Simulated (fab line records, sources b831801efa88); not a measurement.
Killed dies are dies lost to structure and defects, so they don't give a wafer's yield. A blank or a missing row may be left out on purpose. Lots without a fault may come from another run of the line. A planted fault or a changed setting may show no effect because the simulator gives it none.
One fault seen from 2 desks | flow sky130 | each desk has only its own numbers; what lay behind them comes last

THE METROLOGY DESK
What the gauges read, lot by lot, whatever tool the lot ran on: means of the sampled wafers that have a number. A lot is out of limits, marked OUT, if its mean lies more than 4 standard deviations from the usual mean; the brackets give that distance.
Columns: A = VIA1_W_RS at SKY_VIA1_RS_MEAS_22, usual 0.426 ohm/sq; B = VIA1_W_THK at SKY_VIA1_THK_MEAS_23, usual 265 nm; C = METAL2_ALCU_RS at SKY_METAL2_RS_MEAS_05, usual 0.1263 ohm/sq; D = METAL2_ALCU_THK at SKY_METAL2_THK_MEAS_06, usual 247.9 nm; E = cd_nm at SKY_METAL2_CD_MEAS_15, usual 140.2 nm; F = METAL2_OVL at SKY_METAL2_OVL_MEAS_16, usual -2 nm
lot  | first seen here | A     | B   | C      | D     | E     | F
L138 | day 35 01:19    | 0.432 | 261 | 0.1272 | 245.7 | 136.9 | 0
L141 | day 35 15:30    | 0.431 | 262 | 0.1259 | 247.7 | 139.8 | -3
L145 | day 36 20:04    | 0.430 | 262 | 0.1260 | 247.6 | 138.1 | -3
L146 | day 37 08:17    | 0.424 | 265 | 0.1263 | 246.0 | 139.8 | -6
L148 | day 37 22:28    | 0.426 | 266 | 0.1255 | 244.6 | 142.1 | 3
L156 | day 40 01:53    | 0.422 | 268 | 0.1271 | 248.0 | 139.9 | -6
This desk's finding: nothing out of limits on any of the 6 lots.

THE TOOL OWNER'S DESK: pvd_sputter-01
The tool's own readings at SKY_METAL2_SPUTTER_04 (material TiN, target thk 70 nm, time 58.3 s): means of the sampled wafers that have a number, for each lot that ran on this tool. A lot is out of limits, marked OUT, if its mean lies more than 4 standard deviations from the usual mean; the brackets give that distance.
Columns: A = throttle_valve_pct at SKY_METAL2_SPUTTER_04, usual 30.5 %
lot  | first seen here | A
L141 | day 35 16:07    | 30.1
L146 | day 37 08:51    | 31.2
L148 | day 37 23:01    | 30.7
This desk's finding: nothing out of limits on any of the 3 lots.

PUT TOGETHER
The metrology desk saw nothing out of limits.
The tool owner's desk saw nothing out of limits.

WHAT THE SIMULATOR HAD PUT IN
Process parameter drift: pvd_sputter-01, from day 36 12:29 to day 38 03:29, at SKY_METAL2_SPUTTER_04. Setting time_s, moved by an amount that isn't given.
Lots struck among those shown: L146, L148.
